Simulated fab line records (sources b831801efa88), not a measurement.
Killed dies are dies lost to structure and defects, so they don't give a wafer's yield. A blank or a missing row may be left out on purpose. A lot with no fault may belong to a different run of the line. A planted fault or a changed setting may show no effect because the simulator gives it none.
fab line records ; flow sky130
[record] lots = 13; wafers = 39; last-day = 49
route steps=708 shown SPACER@304
lots that met no fault: taken from a fault-free run of the same line
start-h: hours from the record's first day to the start of the lot's first wafer shown ; wait-h: how many hours have passed since the lot's step before this one ; " repeats the value in the row above ; L1.1+2: one row covering several wafers at once ; - either no value or no given start ; * or withheld: withheld ; < > ~ a bound
route shown NAME@n: a module of which the file shows steps, and the number in the route of the first ; usual: mean/standard deviation of fault-free wafers ; same: alike in all rows ; chamber/n: place in a boat ; sites: the reading at each site ; _std_site: how widely they spread, as a standard deviation ; _edge_site: mean of outer sites minus mean of inner sites ; radius-mm: how far each site lies from the wafer's centre ; mask NAME#n: copy n ; behind: the tool/chamber that last shaped the wafer ; hold: the reason the lot was held/the length of the hold in hours/how it ended ; device: names the non-switching transistor (n, p or np) ; end of line: tests of these same wafers at the route's end ; a step without rows: its recipe alone ; killed: count of dies lost to structure and defects at first sort (not the wafer's yield) ; map: a wafer's dies, marking killed ones x, the rest . and places with no die _
set.NAME: the setting as run; set.NAME@STEP: as run at that earlier step ; model.NAME: the simulator's own value behind a step, which no gauge read
steps of the route over a sample of lots; a table a step, a row a wafer
services: the hour from which a tool's chamber was out of use, counted from the record's first day as start-h (under 0 if before that day), plus the number of hours and why
[[steps]]
[step SKY_SPACER_CVD_00]
[recipe] material = Si3N4; precursor = DCS/NH3; target-thk-nm = 43.1; temp-c = 770; time-s = 740; pressure-mtorr = 250
[usual] spike-tc-bottom-C = 790.8/2.1; spike-tc-centre-C = 770.7/1.2; spike-tc-lower-C = 769.6/1.2; spike-tc-upper-C = 770.9/1; susceptor-temp-C = 770.0/0.31
lot.wafer;tool;chamber;start-h;wait-h;spike-tc-bottom-C;spike-tc-centre-C;spike-tc-lower-C;spike-tc-upper-C;susceptor-temp-C
L944.1;lpcvd-02;1;531.57;0.0;786.7;769.0;770.3;769.9;770.0
L944.4;lpcvd-02;1;531.57;0.0;789.0;768.7;769.4;772.5;770.2
L944.6;lpcvd-02;1;531.57;0.0;787.1;770.4;769.6;770.9;770.1
L945.1;lpcvd-02;1;542.04;0.0;788.6;770.3;771.1;770.6;769.9
L945.4;lpcvd-02;1;542.04;0.0;788.9;770.1;768.9;770.9;769.2
L945.5;lpcvd-02;1;542.04;0.0;788.7;769.7;768.6;772.1;769.7
L946.1;lpcvd-02;0;555.42;1.0;792.6;772.5;769.6;771.7;769.5
L946.3;lpcvd-02;0;555.42;1.0;793.4;769.2;770.9;769.8;769.5
L946.6;lpcvd-02;0;555.42;1.0;792.5;772.4;770.7;769.8;770.2
L947.3;lpcvd-02;0;566.90;2.2;795.1;771.6;770.2;771.4;769.6
L947.4;lpcvd-02;0;566.90;2.2;794.3;769.7;770.1;772.7;769.9
L947.6;lpcvd-02;0;566.90;2.2;793.0;772.6;770.6;772.3;769.9
L948.2;lpcvd-02;0;573.17;0.0;793.4;771.0;771.3;770.1;770.1
L948.3;lpcvd-02;0;573.17;0.0;793.7;770.6;768.3;768.8;769.7
L948.4;lpcvd-02;0;573.17;0.0;792.1;771.2;769.5;770.3;770.1
L949.2;lpcvd-02;0;585.69;0.1;792.2;772.0;770.7;768.2;770.0
L949.4;lpcvd-02;0;585.69;0.1;791.5;770.5;772.2;771.6;770.1
L949.6;lpcvd-02;0;585.69;0.1;792.3;773.2;769.8;769.5;769.8
L950.3;lpcvd-02;0;594.55;0.6;794.5;772.0;770.0;770.2;770.0
L950.4;lpcvd-02;0;594.55;0.6;792.9;772.4;770.4;771.8;769.7
L950.5;lpcvd-02;0;594.55;0.6;793.6;770.4;768.5;770.2;770.1
L951.2;lpcvd-02;1;602.37;0.0;788.4;769.2;767.5;770.2;770.5
L951.4;lpcvd-02;1;602.37;0.0;789.9;769.1;770.4;769.4;770.0
L951.5;lpcvd-02;1;602.37;0.0;788.7;768.9;768.2;772.7;770.1
L952.1;lpcvd-02;1;607.06;0.4;787.5;769.7;769.3;770.4;769.7
L952.3;lpcvd-02;1;607.06;0.4;787.8;771.1;771.0;770.4;770.1
L952.5;lpcvd-02;1;607.06;0.4;788.9;770.8;769.7;771.1;769.9
L954.2;lpcvd-02;1;621.89;0.3;787.8;769.3;768.5;772.4;770.4
L954.3;lpcvd-02;1;621.89;0.3;789.2;770.4;769.5;773.2;770.2
L954.6;lpcvd-02;1;621.89;0.3;789.3;770.9;769.2;771.1;770.1
L957.2;lpcvd-02;1;652.76;1.6;789.9;771.0;767.4;770.8;770.2
L957.4;lpcvd-02;1;652.76;1.6;788.8;769.9;770.2;771.3;770.3
L957.6;lpcvd-02;1;652.76;1.6;788.5;771.3;770.6;771.3;769.8
L959.3;lpcvd-02;0;660.97;0.0;800.3;781.1;776.3;778.1;776.9
L959.5;lpcvd-02;0;660.97;0.0;800.1;776.9;775.5;777.8;776.9
L959.6;lpcvd-02;0;660.97;0.0;799.3;779.0;775.9;779.3;777.0
L960.1;lpcvd-02;1;677.44;0.0;796.3;776.1;775.1;777.9;777.3
L960.3;lpcvd-02;1;677.44;0.0;796.1;778.7;775.3;777.5;777.4
L960.4;lpcvd-02;1;677.44;0.0;796.1;777.0;776.5;779.5;777.2
[step SKY_SPACER_THK_MEAS_01]
[recipe] reads = Si3N4_of_SPACER_CVD_00
[usual] SPACER_CVD_00_THK = 43.0/0.35
lot.wafer;tool;chamber;start-h;wait-h;SPACER_CVD_00_THK[nm]
L944.1;film-metro-01;-;532.78;0.0;42.9
L944.4;film-metro-01;-;532.78;0.0;42.9
L944.6;film-metro-01;-;532.78;0.0;42.7
L945.1;film-metro-01;-;543.25;0.0;43.3
L945.4;film-metro-01;-;543.25;0.0;43.2
L945.5;film-metro-01;-;543.25;0.0;43.2
L946.1;film-metro-01;-;556.62;0.0;42.9
L946.3;film-metro-01;-;556.62;0.0;43.1
L946.6;film-metro-01;-;556.62;0.0;43.5
L947.3;film-metro-02;-;568.12;0.0;43.2
L947.4;film-metro-02;-;568.12;0.0;43.0
L947.6;film-metro-02;-;568.12;0.0;43.0
L948.2;film-metro-02;-;574.39;0.0;42.7
L948.3;film-metro-02;-;574.39;0.0;43.0
L948.4;film-metro-02;-;574.39;0.0;42.4
L949.2;film-metro-02;-;586.91;0.0;43.3
L949.4;film-metro-02;-;586.91;0.0;43.3
L949.6;film-metro-02;-;586.91;0.0;43.0
L950.3;film-metro-02;-;595.78;0.0;42.8
L950.4;film-metro-02;-;595.78;0.0;42.8
L950.5;film-metro-02;-;595.78;0.0;43.0
L951.2;film-metro-02;-;603.59;0.0;42.7
L951.4;film-metro-02;-;603.59;0.0;42.7
L951.5;film-metro-02;-;603.59;0.0;42.8
L952.1;film-metro-02;-;608.27;0.0;42.4
L952.3;film-metro-02;-;608.27;0.0;42.6
L952.5;film-metro-02;-;608.27;0.0;42.7
L954.2;film-metro-02;-;623.70;0.0;43.3
L954.3;film-metro-02;-;623.70;0.0;42.7
L954.6;film-metro-02;-;623.70;0.0;43.0
L957.2;film-metro-01;-;653.97;0.0;43.6
L957.4;film-metro-01;-;653.97;0.0;43.4
L957.6;film-metro-01;-;653.97;0.0;42.9
L959.3;film-metro-01;-;662.20;0.0;49.0
L959.5;film-metro-01;-;662.20;0.0;49.1
L959.6;film-metro-01;-;662.20;0.0;49.3
L960.1;film-metro-02;-;678.64;0.0;49.5
L960.3;film-metro-02;-;678.64;0.0;49.3
L960.4;film-metro-02;-;678.64;0.0;49.0
[step SKY_SPACER_ETCHBACK_02]
[recipe] chemistry = CH3F/O2; target = Si3N4; stop-on = SiO2; source-w = 400; bias-w = 80; pressure-mtorr = 25; ch3f-flow-sccm = 40; O2_flow_sccm = 30; time-s = 46.7; target-depth-a = 450
[usual] chamber-pressure-mTorr = 25.001/0.021; drypump-motor-current-A = 5.8/0.48; oes-product-au = 0.854/0.0056; throttle-valve-pct = 10.561/0.0088
lot.wafer;tool;chamber;start-h;wait-h;chamber-pressure-mTorr;drypump-motor-current-A;oes-product-au;rf-hours-counter-h;throttle-valve-pct
L944.1;rie-diel-03;3;532.84;0.1;24.983;5.5;0.847;60;10.559
L944.4;rie-diel-03;3;532.84;0.1;25.007;5.5;0.863;-;10.558
L944.6;rie-diel-03;2;532.84;0.1;24.968;5.3;0.856;-;10.564
L945.1;rie-diel-04;1;543.31;0.1;25.021;5.9;0.852;50;10.555
L945.4;rie-diel-04;3;543.31;0.1;25.027;5.3;0.857;74;10.572
L945.5;rie-diel-04;1;543.31;0.1;25.014;5.9;0.861;-;10.562
L946.1;rie-diel-03;3;556.68;0.1;24.981;5.5;0.857;61;10.544
L946.3;rie-diel-03;1;556.68;0.1;24.992;6.4;0.857;6;10.547
L946.6;rie-diel-03;0;556.68;0.1;25.016;6.6;0.865;-;10.573
L947.3;rie-diel-04;3;568.16;0.0;25.001;5.4;0.860;75;10.560
L947.4;rie-diel-04;2;568.16;0.0;25.011;5.7;0.858;12;10.554
L947.6;rie-diel-04;0;568.16;0.0;24.991;6.1;0.853;-;10.570
L948.2;rie-diel-03;3;574.44;0.0;24.999;5.5;0.847;61;10.567
L948.3;rie-diel-03;1;574.44;0.0;25.005;6.4;0.855;7;10.570
L948.4;rie-diel-03;2;574.44;0.0;24.993;5.3;0.849;4;10.561
L949.2;rie-diel-04;3;586.96;0.0;24.999;5.3;0.859;75;10.553
L949.4;rie-diel-04;0;586.96;0.0;25.014;6.1;0.860;18;10.561
L949.6;rie-diel-04;3;586.96;0.0;24.991;5.3;0.860;-;10.570
L950.3;rie-diel-03;3;595.82;0.0;24.960;5.5;0.853;61;10.560
L950.4;rie-diel-03;1;595.82;0.0;25.017;6.4;0.850;7;10.559
L950.5;rie-diel-03;2;595.82;0.0;24.990;5.3;0.857;-;10.555
L951.2;rie-diel-01;0;603.64;0.0;25.027;5.3;0.850;9;10.570
L951.4;rie-diel-01;3;603.64;0.0;25.003;5.2;0.854;9;10.560
L951.5;rie-diel-01;0;603.64;0.0;24.989;5.4;0.854;-;10.548
L952.1;rie-diel-03;0;608.33;0.1;24.965;6.6;0.849;6;10.557
L952.3;rie-diel-03;3;608.33;0.1;24.974;5.5;0.850;61;10.553
L952.5;rie-diel-03;3;608.33;0.1;24.979;5.5;0.848;-;10.566
L954.2;rie-diel-03;1;623.75;0.0;25.043;6.4;0.857;8;10.568
L954.3;rie-diel-03;3;623.75;0.0;25.033;5.5;0.850;62;10.571
L954.6;rie-diel-03;3;623.75;0.0;24.972;5.5;0.858;-;10.564
L957.2;rie-diel-03;2;654.02;0.0;25.024;5.4;0.857;6;10.552
L957.4;rie-diel-03;1;654.02;0.0;24.999;6.4;0.857;9;10.574
L957.6;rie-diel-03;2;654.02;0.0;25.014;5.3;0.858;-;10.562
L959.3;rie-diel-04;2;662.24;0.0;24.951;5.7;0.923;14;10.581
L959.5;rie-diel-04;3;662.24;0.0;25.001;5.3;0.924;-;10.569
L959.6;rie-diel-04;0;662.24;0.0;25.000;6.1;0.917;-;10.566
L960.1;rie-diel-01;3;678.70;0.1;25.021;5.2;0.921;10;10.570
L960.3;rie-diel-01;1;678.70;0.1;24.967;5.2;0.926;4;10.573
L960.4;rie-diel-01;2;678.70;0.1;24.999;6.1;0.922;47;10.568
[[services]]
tool;chamber;start-h;hours;kind
rie-diel-03;2;522.08;5.4;repair
rie-diel-03;1;528.15;10.1;repair
rie-diel-03;3;533.69;4.0;repair
rie-diel-03;3;562.19;10.0;repair
rie-diel-04;3;592.74;7.9;repair
rie-diel-04;0;597.30;23.7;repair
rie-diel-01;-;597.57;0.9;repair
rie-diel-01;3;609.34;2.6;repair
lpcvd-02;-;609.68;0.3;repair
rie-diel-03;0;612.76;21.7;repair
rie-diel-04;3;628.36;5.4;repair
rie-diel-04;3;633.74;-;clean
rie-diel-04;3;633.74;13.3;scheduled-down
rie-diel-04;3;633.74;13.3;vent-cycle
rie-diel-03;3;665.92;-;clean
rie-diel-03;3;665.92;13.9;scheduled-down
rie-diel-03;3;665.92;13.9;vent-cycle
[[key]]
[first-sign] step = SKY_SPACER_CVD_00; reading = susceptor-temp-C; direction = up; sigmas = 22; usual = *; struck = *
[effect] step = SKY_SPACER_CVD_00; reading = spike-tc-upper-C; direction = up; sigmas = 7.3; usual = 770.9; struck = 778.4
[effect] step = SKY_SPACER_THK_MEAS_01; reading = SPACER_CVD_00_THK; direction = up; sigmas = 18; usual = 43.0; struck = 49.2
[effect] step = SKY_SPACER_ETCHBACK_02; reading = oes-product-au; direction = up; sigmas = 12; usual = 0.854; struck = 0.922
met-at SKY_SPACER_CVD_00
struck-lots L959,L960
tester-left-out L959,L960
onset-between 652.76 660.97
[fault] kind = process-parameter-drift; tool = lpcvd-02; chamber = -; onset-h = 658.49; steps = SKY_SPACER_CVD_00; channel = temp-c; offset = *; shape = step; end-h = 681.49; acts-in = *; stated = *
// tester-left-out: of these lots the tester's yield and bins aren't shown, on N5 and GAA mostly nor the transistor test; their killed dies are dies lost to structure and defects alone, not to doping, threshold or leakage, so they don't give the yield
